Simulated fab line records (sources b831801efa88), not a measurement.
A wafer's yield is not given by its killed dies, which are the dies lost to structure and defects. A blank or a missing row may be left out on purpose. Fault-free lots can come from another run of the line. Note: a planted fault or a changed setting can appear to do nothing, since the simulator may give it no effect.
Which tool is to blame? :: flow gf180mcu :: 14 lots, 42 wafers sampled, at 4 steps of a route of 602

WHAT THE GAUGES READ, wafer by wafer
GF_VT_IMPLANT_OVL_MEAS_18.
lot: L532
measured: day 6 16:52
on: overlay-02
VT_IMPLANT_01_OVL (nm): 0.7 0.5 -0.2

lot: L531
measured: day 6 18:23
on: overlay-02
VT_IMPLANT_01_OVL (nm): 0.6 0.1 -0.7

lot: L533
measured: day 7 01:05
on: overlay-02
VT_IMPLANT_01_OVL (nm): 0.8 -1.9 -0.2

lot: L535
measured: day 7 04:20
on: overlay-02
VT_IMPLANT_01_OVL (nm): -1.1 -1.9 -0.3

lot: L534
measured: day 7 04:51
on: overlay-02
VT_IMPLANT_01_OVL (nm): 0.8 0.2 -1.5

lot: L538
measured: day 8 03:23
on: overlay-02
VT_IMPLANT_01_OVL (nm): 0.7 -0.8 0.8

lot: L539
measured: day 8 04:57
on: overlay-01
VT_IMPLANT_01_OVL (nm): 4.2 1.3 0.8

lot: L540
measured: day 8 09:55
on: overlay-02
VT_IMPLANT_01_OVL (nm): 0.5 -1.2 -1.7

lot: L541
measured: day 8 18:05
on: overlay-01
VT_IMPLANT_01_OVL (nm): -1.7 -2.0 0.0

lot: L545
measured: day 10 00:11
on: overlay-02
VT_IMPLANT_01_OVL (nm): 0.5 -0.2 -1.8

lot: L547
measured: day 10 09:12
on: overlay-02
VT_IMPLANT_01_OVL (nm): -1.5 -1.5 -0.1

lot: L548
measured: day 11 07:19
on: overlay-02
VT_IMPLANT_01_OVL (nm): -2.9 -1.0 -0.9

lot: L552
measured: day 12 04:43
on: overlay-02
VT_IMPLANT_01_OVL (nm): -3.8 -3.5 0.9

lot: L554
measured: day 12 23:44
on: overlay-01
VT_IMPLANT_01_OVL (nm): 0.5 -0.4 -0.3

GF_HV_LDD_CD_MEAS_07: target cd 400 nm.
lot: L532
measured: day 10 10:22
on: cd sem-02
cd nm (nm): 401.8 404.3 402.2

lot: L531
measured: day 10 13:14
on: cd sem-02
cd nm (nm): 399.4 396.9 399.7

lot: L533
measured: day 10 19:20
on: cd sem-01
cd nm (nm): 399.5 399.0 397.1

lot: L535
measured: day 11 02:22
on: cd sem-01
cd nm (nm): 403.9 402.4 403.6

lot: L534
measured: day 11 01:51
on: cd sem-01
cd nm (nm): 398.4 399.0 400.2

lot: L538
measured: day 12 03:07
on: cd sem-01
cd nm (nm): 398.3 398.1 399.7

lot: L539
measured: day 12 07:51
on: cd sem-02
cd nm (nm): 399.7 399.1 399.7

lot: L540
measured: day 12 14:59
on: cd sem-01
cd nm (nm): 396.8 396.5 397.3

lot: L541
measured: day 12 23:34
on: cd sem-02
cd nm (nm): 398.3 398.3 400.1

lot: L545
measured: day 14 09:06
on: cd sem-02
cd nm (nm): 398.2 398.9 401.0

lot: L547
measured: day 14 23:04
on: cd sem-02
cd nm (nm): 400.6 400.9 401.6

lot: L548
measured: day 15 21:33
on: cd sem-01
cd nm (nm): 396.4 398.2 396.1

lot: L552
measured: day 16 21:43
on: cd sem-01
cd nm (nm): 399.9 399.1 398.7

lot: L554
measured: day 17 17:05
on: cd sem-02
cd nm (nm): 398.2 400.1 398.1

GF_HV_LDD_OVL_MEAS_08.
lot: L532
measured: day 10 10:27
on: overlay-02
HV_LDD_OVL (nm): 2.1 1.6 0.7

lot: L531
measured: day 10 13:22
on: overlay-01
HV_LDD_OVL (nm): -1.0 -2.4 -2.5

lot: L533
measured: day 10 19:28
on: overlay-02
HV_LDD_OVL (nm): 1.7 -0.5 -0.3

lot: L535
measured: day 11 02:29
on: overlay-01
HV_LDD_OVL (nm): -1.6 -2.7 0.6

lot: L534
measured: day 11 01:58
on: overlay-02
HV_LDD_OVL (nm): 1.4 0.8 1.0

lot: L538
measured: day 12 03:14
on: overlay-02
HV_LDD_OVL (nm): 1.2 0.2 0.1

lot: L539
measured: day 12 07:56
on: overlay-02
HV_LDD_OVL (nm): 1.0 3.1 0.1

lot: L540
measured: day 12 15:05
on: overlay-01
HV_LDD_OVL (nm): 1.2 2.5 1.5

lot: L541
measured: day 12 23:41
on: overlay-02
HV_LDD_OVL (nm): -1.6 -0.8 -1.5

lot: L545
measured: day 14 09:13
on: overlay-01
HV_LDD_OVL (nm): 0.1 -0.8 0.6

lot: L547
measured: day 14 23:11
on: overlay-01
HV_LDD_OVL (nm): 1.8 1.6 2.0

lot: L548
measured: day 15 21:38
on: overlay-01
HV_LDD_OVL (nm): -0.9 1.9 2.1

lot: L552
measured: day 16 21:50
on: overlay-02
HV_LDD_OVL (nm): 0.6 0.4 0.5

lot: L554
measured: day 17 17:13
on: overlay-01
HV_LDD_OVL (nm): 5.1 0.9 2.3

WHICH TOOL RAN EACH LOT (tool, then ch and the chambers of the sampled wafers, then the start)
lot: L532
GF_POLY_GATE_SOFTBAKE_06: litho track-02 ch 0, day 9 05:00

lot: L531
GF_POLY_GATE_SOFTBAKE_06: litho track-02 ch 0, day 9 07:00

lot: L533
GF_POLY_GATE_SOFTBAKE_06: litho track-02 ch 0, day 9 14:00

lot: L535
GF_POLY_GATE_SOFTBAKE_06: litho track-02 ch 0, day 9 21:00

lot: L534
GF_POLY_GATE_SOFTBAKE_06: litho track-04 ch 0, day 9 20:00

lot: L538
GF_POLY_GATE_SOFTBAKE_06: litho track-04 ch 0, day 10 21:00

lot: L539
GF_POLY_GATE_SOFTBAKE_06: litho track-03 ch 0, day 11 00:00

lot: L540
GF_POLY_GATE_SOFTBAKE_06: litho track-03 ch 0, day 11 06:00

lot: L541
GF_POLY_GATE_SOFTBAKE_06: litho track-04 ch 0, day 11 13:00

lot: L545
GF_POLY_GATE_SOFTBAKE_06: litho track-02 ch 0, day 13 00:00

lot: L547
GF_POLY_GATE_SOFTBAKE_06: litho track-03 ch 0, day 13 12:00

lot: L548
GF_POLY_GATE_SOFTBAKE_06: litho track-03 ch 0, day 14 11:00

lot: L552
GF_POLY_GATE_SOFTBAKE_06: litho track-04 ch 0, day 15 08:00

lot: L554
GF_POLY_GATE_SOFTBAKE_06: litho track-04 ch 0, day 16 05:00
- GF_POLY_GATE_SOFTBAKE_06: time 60 s.

WHAT THE TOOLS THEMSELVES READ (means of the sampled wafers that have a number; where no wafer has one, the mark that the record gives instead)
GF_POLY_GATE_SOFTBAKE_06.
lot: L532
tool: litho track-02
plate temp C (C): 129.81
run length s (s): 89.22

lot: L531
tool: litho track-02
plate temp C (C): 130.04
run length s (s): 89.20

lot: L533
tool: litho track-02
plate temp C (C): 129.99
run length s (s): 89.25

lot: L535
tool: litho track-02
plate temp C (C): 130.04
run length s (s): 89.09

lot: L534
tool: litho track-04
plate temp C (C): 129.92
run length s (s): 89.12

lot: L538
tool: litho track-04
plate temp C (C): 130.18
run length s (s): 89.09

lot: L539
tool: litho track-03
plate temp C (C): 129.87
run length s (s): 89.25

lot: L540
tool: litho track-03
plate temp C (C): 130.05
run length s (s): 89.28

lot: L541
tool: litho track-04
plate temp C (C): 130.13
run length s (s): 89.13

lot: L545
tool: litho track-02
plate temp C (C): 129.95
run length s (s): 89.17

lot: L547
tool: litho track-03
plate temp C (C): 129.97
run length s (s): 97.17

lot: L548
tool: litho track-03
plate temp C (C): 130.02
run length s (s): 93.27

lot: L552
tool: litho track-04
plate temp C (C): 129.83
run length s (s): 89.08

lot: L554
tool: litho track-04
plate temp C (C): 130.10
run length s (s): 89.06

THE ANSWER, worked out from the rows above alone
Rule: the usual values come from the lots themselves. Put in order of their means at a reading, lots are off if they are a third of the lots or fewer, leave a main group of 4 or more, and stand apart from it by a gap of 3 or more times the standard deviation of the main group's means; of several such gaps the widest counts. If all means in a main group match to the digits the tables above print for the reading, that group is not used. A lot without any number at a reading at which 4 lots or more have one is off too. All remaining lots with rows at the step are treated as sound. Order of review: gauges by route order, followed by the tools' own readings, for which a lot's mean as printed above is used. The first step at which some lot is off is used, and at that step the reading that is off furthest; a lot without a number counts as furthest.
Off: L547, L548, at GF_POLY_GATE_SOFTBAKE_06 (run length s). The main group: mean 89.16 s, standard deviation 0.073.
A tool fits if, at that step or a process step before it, it ran every lot that is off, and no sound lot after the first of them. One candidate fits, namely litho track-03 at GF_POLY_GATE_SOFTBAKE_06. Its last sound lot is L540 (day 11 06:00), its first lot that is off L547 (day 13 12:00): a fault that began between those two fits.
The tool's own readings at GF_POLY_GATE_SOFTBAKE_06 bear it out: on the lots that are off they differ by more than 5 times the standard deviation of the sound lots' means. run length s reads 95.22 s there against 89.16 s on the sound lots.

WHAT HAD BEEN PUT IN BY THE SIMULATOR
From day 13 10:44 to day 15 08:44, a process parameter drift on litho track-03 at GF_POLY_GATE_SOFTBAKE_06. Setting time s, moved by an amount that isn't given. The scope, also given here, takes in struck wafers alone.
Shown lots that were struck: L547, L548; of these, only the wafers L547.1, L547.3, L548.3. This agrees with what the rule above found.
